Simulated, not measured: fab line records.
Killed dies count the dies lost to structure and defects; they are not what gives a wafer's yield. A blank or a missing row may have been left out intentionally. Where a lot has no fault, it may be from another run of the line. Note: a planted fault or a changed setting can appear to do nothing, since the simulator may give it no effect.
Matching of chambers | flow gf180mcu | GF_V2_ETCH_16 on rie-diel-01: 4 sister chambers
The step etches BARC in N2/H2. 8 wafers are shown with their chamber, then 7 later ones without.

EACH WAFER AND ITS CHAMBER
wafer  | chamber | drypump-motor-current-A (A) | rf-fwd-power-W (W)
L078.5 | 1       | 5.6                         | 494.3
L080.2 | 1       | 5.6                         | 494.5
L080.4 | 3       | 5.8                         | 491.6
L080.5 | 0       | 5.6                         | 492.2
L082.3 | 0       | 5.6                         | 494.4
L082.6 | 2       | 6.0                         | 494.3
L087.1 | 2       | 6.0                         | 493.3
L087.3 | 3       | 5.7                         | 493.4

WAFERS WITHOUT THEIR CHAMBER
wafer  | drypump-motor-current-A (A) | rf-fwd-power-W (W)
L087.6 | 5.6                         | 491.6
L089.4 | 5.6                         | 494.5
L089.5 | 5.6                         | 494.5
L089.6 | 5.6                         | 492.3
L093.1 | 5.6                         | 491.4
L093.2 | 5.8                         | 493.3
L093.6 | 5.6                         | 492.4

CHAMBER TAKEN BY EACH
wafer  | from the rows above     | in truth
L087.6 | can't be placed: 0 or 1 | 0
L089.4 | can't be placed: 1 or 0 | 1
L089.5 | can't be placed: 1 or 0 | 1
L089.6 | can't be placed: 0 or 1 | 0
L093.1 | can't be placed: 0 or 1 | 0
L093.2 | 3                       | 3
L093.6 | can't be placed: 0 or 1 | 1
Correct placement for 1 of the 7. Unplaceable from these rows: 6, with the true chamber sitting among the candidates in 6. 0 placed wrongly.
How it was worked out, from the rows above alone: a wafer's distance from a chamber is the root of the sum, over the readings, of the square of ((its reading less the chamber's mean) divided by the reading's scatter). The wafer belongs to the nearest chamber; if the next one is less than 2 further off, it can't be placed. Each chamber's mean is taken over the wafers shown for it. How the scatter is found: for the shown wafers, subtract from each reading the mean of its chamber, square and add these, divide the total by (wafers less chambers), then take the root.
